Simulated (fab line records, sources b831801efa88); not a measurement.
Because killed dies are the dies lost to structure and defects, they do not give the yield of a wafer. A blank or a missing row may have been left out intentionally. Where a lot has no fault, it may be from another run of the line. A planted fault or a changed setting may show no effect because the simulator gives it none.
Which tool did it?	flow gf180mcu	Sampling: 24 lots, 72 wafers, 6 of 602 route steps

## WHAT THE GAUGES SHOWED, per wafer
GF_M3_THK_MEAS_06: measures by xrf. Usual: M3_ALCU_THK gives 452 nm (standard deviation 6.9).
lot	measured	on	M3_ALCU_THK (nm)	flag
L074	day 20 11:05	film-metro-03	439 453 440	
L075	day 20 16:34	film-metro-03	454 456 447	
L076	day 20 21:49	film-metro-03	463 455 461	
L077	day 21 06:42	film-metro-02	448 455 451	
L078	day 21 10:03	film-metro-03	443 440 446	
L079	day 22 02:15	film-metro-03	456 453 441	
L080	day 22 14:10	film-metro-04	452 450 455	
L081	day 23 04:20	film-metro-03	448 448 445	
L082	day 23 15:50	film-metro-03	448 452 454	
L083	day 23 21:06	film-metro-04	457 453 450	
L084	day 24 06:08	film-metro-04	440 455 438	
L085	day 24 18:47	film-metro-02	457 460 467	
L086	day 25 02:10	film-metro-02	454 452 451	
L087	day 25 15:31	film-metro-03	452 458 446	
L088	day 25 20:33	film-metro-02	453 454 456	
L090	day 26 01:21	film-metro-02	461 449 459	
L091	day 26 10:08	film-metro-04	455 445 451	
L089	day 26 11:43	film-metro-02	463 457 465	
L092	day 26 17:30	film-metro-04	452 450 458	
L093	day 27 02:25	film-metro-02	452 444 455	
L094	day 27 07:05	film-metro-04	451 467 451	
L095	day 27 08:26	film-metro-03	440 446 446	
L096	day 27 18:42	film-metro-04	452 453 457	
L097	day 28 06:58	film-metro-02	456 466 461	

GF_V3_BOW_MEAS_05. Usual: V3_BOW gives 117 um (standard deviation 7.8).
lot	measured	on	V3_BOW (um)	flag
L074	day 21 12:23	film-metro-01	114 107 112	
L075	day 21 17:11	film-metro-04	131 111 125	
L076	day 21 22:25	film-metro-01	113 117 110	
L077	day 22 07:38	film-metro-01	115 123 110	
L078	day 22 10:42	film-metro-01	109 102 95	
L079	day 23 02:34	film-metro-01	109 112 114	
L080	day 23 14:31	film-metro-04	125 125 116	
L081	day 24 03:36	film-metro-04	127 123 122	
L082	day 24 14:42	film-metro-04	116 116 122	
L083	day 24 20:04	film-metro-04	115 116 115	
L084	day 25 04:52	film-metro-01	126 113 118	
L085	day 25 17:20	film-metro-01	123 113 120	
L086	day 26 00:00	film-metro-03	106 105 116	
L087	day 26 13:49	film-metro-04	114 110 120	
L088	day 26 18:34	film-metro-01	108 109 116	
L090	day 26 23:13	film-metro-04	117 105 110	
L091	day 27 07:50	film-metro-04	119 118 121	
L089	day 27 09:50	film-metro-01	116 115 125	
L092	day 27 15:19	film-metro-04	129 124 122	
L093	day 27 23:31	film-metro-03	115 112 109	
L094	day 28 03:47	film-metro-01	125 111 122	
L095	day 28 05:15	film-metro-03	120 126 123	
L096	day 28 15:19	film-metro-03	125 103 115	
L097	day 29 03:17	film-metro-01	129 135 134	

## WHICH TOOL RAN EACH LOT (tool, then ch and the chambers of the sampled wafers, then the start)
lot	GF_M1_SPUTTER_04	GF_M2_STRIP_17	GF_V2_STRIP_18	GF_M3_SPUTTER_04
L074	pvd-sputter-02, day 16 06:44	plasma-asher-03 ch 0,1, day 19 07:25	plasma-asher-02 ch 0,1, day 20 09:31	pvd-sputter-04, day 20 10:54
L075	pvd-sputter-04, day 16 10:44	plasma-asher-02 ch 0,1, day 19 12:52	plasma-asher-04 ch 0,1, day 20 14:59	pvd-sputter-02, day 20 16:24
L076	pvd-sputter-01, day 16 16:08	plasma-asher-03 ch 0,1, day 19 17:52	plasma-asher-04 ch 0,1, day 20 20:02	pvd-sputter-02, day 20 21:40
L077	pvd-sputter-01, day 17 01:05	plasma-asher-03 ch 0,1, day 20 03:34	plasma-asher-02 ch 0, day 21 04:56	pvd-sputter-02, day 21 06:32
L078	pvd-sputter-02, day 17 03:38	plasma-asher-03 ch 0,1, day 20 06:58	plasma-asher-01 ch 0,1, day 21 08:23	pvd-sputter-02, day 21 09:53
L079	pvd-sputter-01, day 17 20:44	plasma-asher-03 ch 0,1, day 20 23:11	plasma-asher-01 ch 0,1, day 22 00:41	pvd-sputter-04, day 22 02:05
L080	pvd-sputter-02, day 18 08:38	plasma-asher-02 ch 0,1, day 21 11:45	plasma-asher-04 ch 0,1, day 22 12:35	pvd-sputter-02, day 22 13:59
L081	pvd-sputter-02, day 18 22:09	plasma-asher-03 ch 0,1, day 22 01:43	plasma-asher-01 ch 0,1, day 23 02:32	pvd-sputter-02, day 23 04:07
L082	pvd-sputter-02, day 19 11:53	plasma-asher-02 ch 0,1, day 22 14:02	plasma-asher-04 ch 0,1, day 23 14:14	pvd-sputter-02, day 23 15:40
L083	pvd-sputter-01, day 19 16:17	plasma-asher-03 ch 0,1, day 22 19:29	plasma-asher-01 ch 0,1, day 23 19:32	pvd-sputter-02, day 23 20:56
L084	pvd-sputter-02, day 20 03:41	plasma-asher-03 ch 0,1, day 23 04:59	plasma-asher-02 ch 1, day 24 04:32	pvd-sputter-04, day 24 05:58
L085	pvd-sputter-01, day 20 16:29	plasma-asher-02 ch 0,1, day 23 17:41	plasma-asher-04 ch 0,1, day 24 17:11	pvd-sputter-04, day 24 18:38
L086	pvd-sputter-01, day 21 00:43	plasma-asher-02 ch 0,1, day 24 01:37	plasma-asher-01 ch 0,1, day 25 00:35	pvd-sputter-02, day 25 01:59
L087	pvd-sputter-02, day 21 15:46	plasma-asher-03 ch 0,1, day 24 14:58	plasma-asher-01 ch 0,1, day 25 13:56	pvd-sputter-04, day 25 15:21
L088	pvd-sputter-02, day 21 21:53	plasma-asher-03 ch 0, day 24 20:47	plasma-asher-02 ch 0, day 25 18:59	pvd-sputter-02, day 25 20:23
L090	pvd-sputter-02, day 22 03:14	plasma-asher-02 ch 0,1, day 25 01:22	plasma-asher-01 ch 0,1, day 25 23:47	pvd-sputter-04, day 26 01:11
L091	pvd-sputter-02, day 22 12:20	plasma-asher-03 ch 0,1, day 25 09:37	plasma-asher-02 ch 0,1, day 26 08:32	pvd-sputter-04, day 26 09:58
L089	pvd-sputter-04, day 22 12:39	plasma-asher-03 ch 0,1, day 25 11:55	plasma-asher-02 ch 0,1, day 26 10:08	pvd-sputter-01, day 26 11:33
L092	pvd-sputter-02, day 22 22:12	plasma-asher-02 ch 0,1, day 25 18:08	plasma-asher-04 ch 0,1, day 26 15:56	pvd-sputter-04, day 26 17:20
L093	pvd-sputter-04, day 23 06:18	plasma-asher-04 ch 1, day 26 02:31	plasma-asher-04 ch 1, day 27 00:50	pvd-sputter-02, day 27 02:16
L094	pvd-sputter-04, day 23 11:41	plasma-asher-03 ch 0,1, day 26 07:13	plasma-asher-01 ch 0,1, day 27 05:11	pvd-sputter-04, day 27 06:56
L095	pvd-sputter-02, day 23 14:08	plasma-asher-03 ch 0,1, day 26 08:10	plasma-asher-04 ch 0,1, day 27 06:26	pvd-sputter-02, day 27 08:17
L096	pvd-sputter-02, day 24 02:12	plasma-asher-02 ch 0,1, day 26 19:23	plasma-asher-01 ch 1, day 27 17:02	pvd-sputter-02, day 27 18:32
L097	pvd-sputter-04, day 24 14:09	plasma-asher-02 ch 0,1, day 27 08:08	plasma-asher-04 ch 0,1, day 28 05:23	pvd-sputter-01, day 28 06:48
- GF_M1_SPUTTER_04: material TiN, target thk 50 nm, time 41.7 s.
- GF_M2_STRIP_17: strips in O2/N2.
- GF_V2_STRIP_18: strips in O2/N2.
- GF_M3_SPUTTER_04: material TiN, target thk 50 nm, time 40.21 s.

## AS READ BY THE TOOLS THEMSELVES (means over the sampled wafers that have a number; for cases with no such wafer, the mark the record gives instead)
GF_M1_SPUTTER_04. Usual: chamber-pressure-pa 0.4000 Pa, standard deviation 0.00077; throttle-valve-pct 30.5 %, standard deviation 0.9.
lot	tool	chamber-pressure-pa (Pa)	throttle-valve-pct (%)	flag
L074	pvd-sputter-02	0.4004	30.5	
L075	pvd-sputter-04	0.4004	31.7	
L076	pvd-sputter-01	0.3999	29.8	
L077	pvd-sputter-01	0.3993	28.9	
L078	pvd-sputter-02	0.4007	30.7	
L079	pvd-sputter-01	0.4003	29.8	
L080	pvd-sputter-02	0.3998	30.7	
L081	pvd-sputter-02	0.3998	31.0	
L082	pvd-sputter-02	0.3996	30.7	
L083	pvd-sputter-01	0.3999	29.3	
L084	pvd-sputter-02	0.4000	30.8	
L085	pvd-sputter-01	0.3997	29.8	
L086	pvd-sputter-01	0.3998	29.7	
L087	pvd-sputter-02	0.3998	30.6	
L088	pvd-sputter-02	0.4006	30.7	
L090	pvd-sputter-02	0.3995	30.7	
L091	pvd-sputter-02	0.3999	30.6	
L089	pvd-sputter-04	0.3995	31.1	
L092	pvd-sputter-02	0.4002	30.8	
L093	pvd-sputter-04	0.4006	30.9	
L094	pvd-sputter-04	0.3996	31.0	
L095	pvd-sputter-02	0.3999	30.7	
L096	pvd-sputter-02	0.4011	30.5	
L097	pvd-sputter-04	0.3993	31.3	

GF_M2_STRIP_17. Usual: drypump-motor-current-A 5.2 A, standard deviation 0.46; heater-power-w 324 W, standard deviation 21; n2-flow-sccm 300.0 sccm, standard deviation 0.95; oes-product-au 0.557 a.u., standard deviation 0.0048; strip-time-to-endpoint-s 7.85 s, standard deviation 0.037.
lot	tool	drypump-motor-current-A (A)	heater-power-w (W)	n2-flow-sccm (sccm)	oes-product-au (a.u.)	strip-time-to-endpoint-s (s)	flag
L074	plasma-asher-03	5.0	313	299.5	0.553	7.85	
L075	plasma-asher-02	5.4	349	300.9	0.553	7.84	
L076	plasma-asher-03	4.8	314	300.3	0.558	7.88	
L077	plasma-asher-03	4.8	311	300.6	0.553	7.79	
L078	plasma-asher-03	5.0	315	300.7	0.560	7.92	
L079	plasma-asher-03	4.8	316	299.5	0.561	7.88	
L080	plasma-asher-02	5.5	349	300.6	0.557	7.81	
L081	plasma-asher-03	4.9	314	299.5	0.552	7.85	
L082	plasma-asher-02	5.7	331	300.1	0.554	7.85	
L083	plasma-asher-03	5.0	317	299.0	0.561	7.86	
L084	plasma-asher-03	5.0	310	299.9	0.557	7.84	
L085	plasma-asher-02	5.7	332	299.6	0.556	7.87	
L086	plasma-asher-02	5.5	351	299.2	0.559	7.85	
L087	plasma-asher-03	5.0	310	298.5	0.556	7.82	
L088	plasma-asher-03	4.6	313	299.6	0.562	7.87	
L090	plasma-asher-02	5.5	350	300.7	0.559	7.84	
L091	plasma-asher-03	4.9	313	300.4	0.554	7.85	
L089	plasma-asher-03	5.0	313	300.1	0.562	7.84	
L092	plasma-asher-02	5.4	352	300.4	0.559	7.88	
L093	plasma-asher-04	6.0	303	299.1	0.557	7.88	
L094	plasma-asher-03	4.9	316	300.1	0.554	7.80	
L095	plasma-asher-03	5.0	313	300.3	0.557	7.89	
L096	plasma-asher-02	5.8	333	299.9	0.559	7.85	
L097	plasma-asher-02	5.5	347	300.6	0.556	7.83	

GF_V2_STRIP_18. Usual: drypump-motor-current-A 5.7 A, standard deviation 0.4; heater-power-w 335 W, standard deviation 21; n2-flow-sccm 300.0 sccm, standard deviation 0.9; oes-product-au 0.594 a.u., standard deviation 0.0055.
lot	tool	drypump-motor-current-A (A)	heater-power-w (W)	n2-flow-sccm (sccm)	oes-product-au (a.u.)	flag
L074	plasma-asher-02	5.5	349	300.8	0.595	
L075	plasma-asher-04	5.4	324	299.7	0.593	
L076	plasma-asher-04	5.4	321	300.0	0.594	
L077	plasma-asher-02	5.2	363	301.9	0.594	
L078	plasma-asher-01	5.8	343	299.4	0.593	
L079	plasma-asher-01	5.9	346	299.3	0.591	
L080	plasma-asher-04	5.7	314	299.5	0.589	
L081	plasma-asher-01	5.8	347	300.4	0.595	
L082	plasma-asher-04	5.7	317	299.3	0.592	
L083	plasma-asher-01	5.9	349	299.7	0.590	
L084	plasma-asher-02	6.0	314	299.9	0.589	
L085	plasma-asher-04	5.7	315	300.4	0.594	
L086	plasma-asher-01	5.9	345	299.5	0.590	
L087	plasma-asher-01	5.9	345	300.2	0.599	
L088	plasma-asher-02	5.2	368	300.3	0.597	
L090	plasma-asher-01	5.8	345	300.0	0.594	
L091	plasma-asher-02	5.7	331	300.5	0.591	
L089	plasma-asher-02	5.7	335	300.1	0.596	
L092	plasma-asher-04	5.7	313	299.8	0.594	
L093	plasma-asher-04	6.0	303	300.5	0.592	
L094	plasma-asher-01	5.8	348	299.6	0.599	
L095	plasma-asher-04	5.3	330	300.8	0.595	
L096	plasma-asher-01	6.1	356	300.7	0.591	
L097	plasma-asher-04	5.3	325	300.9	0.595	

GF_M3_SPUTTER_04. Usual: chamber-pressure-pa 0.4000 Pa, standard deviation 0.0008; throttle-valve-pct 30.6 %, standard deviation 0.9.
lot	tool	chamber-pressure-pa (Pa)	throttle-valve-pct (%)	flag
L074	pvd-sputter-04	0.4008	31.2	
L075	pvd-sputter-02	0.4000	30.7	
L076	pvd-sputter-02	0.4007	30.6	
L077	pvd-sputter-02	0.4000	30.8	
L078	pvd-sputter-02	0.4001	30.7	
L079	pvd-sputter-04	0.3998	29.9	
L080	pvd-sputter-02	0.3992	30.8	
L081	pvd-sputter-02	0.3998	30.8	
L082	pvd-sputter-02	0.3994	30.8	
L083	pvd-sputter-02	0.3993	30.8	
L084	pvd-sputter-04	0.3994	29.9	
L085	pvd-sputter-04	0.3993	30.6	
L086	pvd-sputter-02	0.4002	30.4	
L087	pvd-sputter-04	0.3998	30.6	
L088	pvd-sputter-02	0.4010	30.5	
L090	pvd-sputter-04	0.4003	31.7	
L091	pvd-sputter-04	0.4000	30.4	
L089	pvd-sputter-01	0.4000	29.2	
L092	pvd-sputter-04	0.4006	30.5	
L093	pvd-sputter-02	0.4007	30.6	
L094	pvd-sputter-04	0.4016	31.2	
L095	pvd-sputter-02	0.3994	30.8	
L096	pvd-sputter-02	0.3998	30.5	
L097	pvd-sputter-01	0.4006	29.1	

## THE ANSWER, worked out from the rows above alone
Rule: lot off if the mean of its wafers having a number is beyond 3 standard deviations from the usual mean. Also off: a lot with no number at a reading for which 4 or more lots have one. The other lots that the step has rows for count as sound. First the gauges in route order, then the tools' own readings, where a lot's mean is used as printed above. The first step at which some lot is off is used, and at that step the reading that is off furthest; a lot without a number counts as furthest.
No lot is off on any of the readings shown, so nothing can be concluded from this.

## WHAT THE SIMULATOR HAD PUT IN
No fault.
